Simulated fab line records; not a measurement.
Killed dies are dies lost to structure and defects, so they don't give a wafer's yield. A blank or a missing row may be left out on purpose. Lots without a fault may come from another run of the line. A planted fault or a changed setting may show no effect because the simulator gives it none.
Split-lot trial :: flow sky130 :: 23 wafers read from 5 lots, route of 708 steps

== THE SPLIT ==
At SKY_LDD_N_COAT_02 (resist thk 300 nm), the setting spin rpm was moved away from the recipe's 3000 rpm on 10 of the 23 wafers read, by -6.6% to +7.1%. For the rest of the wafers, this setting stayed at what the recipe calls for.

Reading taken at the split's own step.

== THE READING ==
NOVOLAK_of_LDD_N_COAT_02.thk nm (the simulator's own value, which no gauge read), in nm, at SKY_LDD_N_COAT_02 (resist thk 300 nm). The file does not state a usual value for it. Across the 13 wafers here that went through the recipe, the average is 300.4 nm and the standard deviation 0.81 nm.

wafer: L074.1
tool, chamber at the split: litho track-04, 0
spin rpm as run, rpm: 3000
against the recipe: recipe
NOVOLAK_of_LDD_N_COAT_02.thk nm, nm: 299
against lot-mates on the recipe: -

wafer: L074.2
tool, chamber at the split: litho track-04, 0
spin rpm as run, rpm: 3140
against the recipe: +4.7%
NOVOLAK_of_LDD_N_COAT_02.thk nm, nm: 292.6
against lot-mates on the recipe: -6.8

wafer: L074.3
tool, chamber at the split: litho track-04, 0
spin rpm as run, rpm: 3140
against the recipe: +4.7%
NOVOLAK_of_LDD_N_COAT_02.thk nm, nm: 292.8
against lot-mates on the recipe: -6.6

wafer: L074.4
tool, chamber at the split: litho track-04, 0
spin rpm as run, rpm: 3140
against the recipe: +4.7%
NOVOLAK_of_LDD_N_COAT_02.thk nm, nm: 292.8
against lot-mates on the recipe: -6.6

wafer: L074.5
tool, chamber at the split: litho track-04, 0
spin rpm as run, rpm: 3000
against the recipe: recipe
NOVOLAK_of_LDD_N_COAT_02.thk nm, nm: 299.7
against lot-mates on the recipe: -

wafer: L076.1
tool, chamber at the split: litho track-04, 0
spin rpm as run, rpm: 3214
against the recipe: +7.1%
NOVOLAK_of_LDD_N_COAT_02.thk nm, nm: 290.5
against lot-mates on the recipe: -9.2

wafer: L076.2
tool, chamber at the split: litho track-04, 0
spin rpm as run, rpm: 3000
against the recipe: recipe
NOVOLAK_of_LDD_N_COAT_02.thk nm, nm: 300.1
against lot-mates on the recipe: -

wafer: L076.3
tool, chamber at the split: litho track-04, 0
spin rpm as run, rpm: 3000
against the recipe: recipe
NOVOLAK_of_LDD_N_COAT_02.thk nm, nm: 299.7
against lot-mates on the recipe: -

wafer: L076.5
tool, chamber at the split: litho track-04, 0
spin rpm as run, rpm: 3214
against the recipe: +7.1%
NOVOLAK_of_LDD_N_COAT_02.thk nm, nm: 289.6
against lot-mates on the recipe: -10.1

wafer: L076.6
tool, chamber at the split: litho track-04, 0
spin rpm as run, rpm: 3000
against the recipe: recipe
NOVOLAK_of_LDD_N_COAT_02.thk nm, nm: 299.2
against lot-mates on the recipe: -

wafer: L081.1
tool, chamber at the split: litho track-02, 0
spin rpm as run, rpm: 2801
against the recipe: -6.6%
NOVOLAK_of_LDD_N_COAT_02.thk nm, nm: 311.7
against lot-mates on the recipe: +10.8

wafer: L081.2
tool, chamber at the split: litho track-02, 0
spin rpm as run, rpm: 2801
against the recipe: -6.6%
NOVOLAK_of_LDD_N_COAT_02.thk nm, nm: 312.2
against lot-mates on the recipe: +11.3

wafer: L081.3
tool, chamber at the split: litho track-02, 0
spin rpm as run, rpm: 3000
against the recipe: recipe
NOVOLAK_of_LDD_N_COAT_02.thk nm, nm: 301.3
against lot-mates on the recipe: -

wafer: L081.5
tool, chamber at the split: litho track-02, 0
spin rpm as run, rpm: 3000
against the recipe: recipe
NOVOLAK_of_LDD_N_COAT_02.thk nm, nm: 300.5
against lot-mates on the recipe: -

wafer: L081.6
tool, chamber at the split: litho track-02, 0
spin rpm as run, rpm: 2801
against the recipe: -6.6%
NOVOLAK_of_LDD_N_COAT_02.thk nm, nm: 311.5
against lot-mates on the recipe: +10.6

wafer: L083.2
tool, chamber at the split: litho track-02, 0
spin rpm as run, rpm: 3000
against the recipe: recipe
NOVOLAK_of_LDD_N_COAT_02.thk nm, nm: 300.3
against lot-mates on the recipe: -

wafer: L083.4
tool, chamber at the split: litho track-02, 0
spin rpm as run, rpm: 3000
against the recipe: recipe
NOVOLAK_of_LDD_N_COAT_02.thk nm, nm: 300.3
against lot-mates on the recipe: -

wafer: L083.3
tool, chamber at the split: litho track-02, 0
spin rpm as run, rpm: 3000
against the recipe: recipe
NOVOLAK_of_LDD_N_COAT_02.thk nm, nm: 301.3
against lot-mates on the recipe: -

wafer: L083.5
tool, chamber at the split: litho track-02, 0
spin rpm as run, rpm: 2931
against the recipe: -2.3%
NOVOLAK_of_LDD_N_COAT_02.thk nm, nm: 303.9
against lot-mates on the recipe: +3.3

wafer: L083.6
tool, chamber at the split: litho track-02, 0
spin rpm as run, rpm: 2931
against the recipe: -2.3%
NOVOLAK_of_LDD_N_COAT_02.thk nm, nm: 303.6
against lot-mates on the recipe: +3.0

wafer: L084.1
tool, chamber at the split: litho track-02, 0
spin rpm as run, rpm: 3000
against the recipe: recipe
NOVOLAK_of_LDD_N_COAT_02.thk nm, nm: 301.3
against lot-mates on the recipe: -

wafer: L084.2
tool, chamber at the split: litho track-02, 0
spin rpm as run, rpm: 3000
against the recipe: recipe
NOVOLAK_of_LDD_N_COAT_02.thk nm, nm: 301.6
against lot-mates on the recipe: -

wafer: L084.5
tool, chamber at the split: litho track-02, 0
spin rpm as run, rpm: 3000
against the recipe: recipe
NOVOLAK_of_LDD_N_COAT_02.thk nm, nm: 300.9
against lot-mates on the recipe: -

THE FIT
A straight line over all 23 wafers: NOVOLAK_of_LDD_N_COAT_02.thk nm changes by -1.61 nm for each +1% of spin rpm; r = -0.99; the points scatter about the line by 0.8 nm.
The same after taking each lot's own level away (the mean of its wafers on the recipe; 23 wafers): -1.49 nm for each +1%; r = -0.99; scatter 0.58 nm.
The reading moves by 11 nm for the largest change in spin rpm, on that fit.
The lots' own levels span 299.35 to 301.27 nm, that is 2.4 times the standard deviation above.
Hence the lot-to-lot level has little effect on the slope; both slopes agree.
Check: for one of the wafers moved furthest among these (+7.1%), held out of the fit, the line's prediction against its lot-mates is -10.7 nm. It came out at -9.17 nm against them.

== ADDITIONAL SPLITS CARRIED BY THESE WAFERS ==
These wafers also went through other splits before the reading. Each is held against what the fit with the lots' levels taken away leaves over:
other split on the same wafers: SKY_VT_ADJUST_PCH_IMPLANT_08 dose cm2
wafers away from the commonest value: 10
r with NOVOLAK_of_LDD_N_COAT_02.thk nm (lot level and that fit taken away): +0.00

other split on the same wafers: SKY_SONOS_ONO_OXIDATION_00 ox time s
wafers away from the commonest value: 10
r with NOVOLAK_of_LDD_N_COAT_02.thk nm (lot level and that fit taken away): +0.18

other split on the same wafers: SKY_SONOS_ONO_EXPOSE_10 dose mj
wafers away from the commonest value: 8
r with NOVOLAK_of_LDD_N_COAT_02.thk nm (lot level and that fit taken away): -0.10

other split on the same wafers: SKY_GATE_OXIDE_COAT_05 resist thk nm
wafers away from the commonest value: 9
r with NOVOLAK_of_LDD_N_COAT_02.thk nm (lot level and that fit taken away): +0.20

other split on the same wafers: SKY_GATE_OXIDE_DEVELOP_09 dev temp c
wafers away from the commonest value: 8
r with NOVOLAK_of_LDD_N_COAT_02.thk nm (lot level and that fit taken away): +0.09

other split on the same wafers: SKY_RES_PROTECT_EXPOSE_04 dose mj
wafers away from the commonest value: 5
r with NOVOLAK_of_LDD_N_COAT_02.thk nm (lot level and that fit taken away): -0.18

== THE WHOLE CHAIN: every reading that the file lists as answering this split, in the file's order ==
step: SKY_LDD_N_COAT_02
what it does: resist thk 300 nm
reading: NOVOLAK_of_LDD_N_COAT_02.thk nm (the simulator's own value, which no gauge read)
change (the file's fit): -1.47 nm for each +1% of the setting
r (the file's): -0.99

step: SKY_LDD_N_STRIP_16
what it does: strips in O2/N2
reading: strip time to endpoint s
change (the file's fit): withheld for each +1% of the setting
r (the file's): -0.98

== FILE'S OWN FIT ==
NOVOLAK_of_LDD_N_COAT_02.thk nm changes by -1.47 nm for each +1% of spin rpm, r = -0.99.
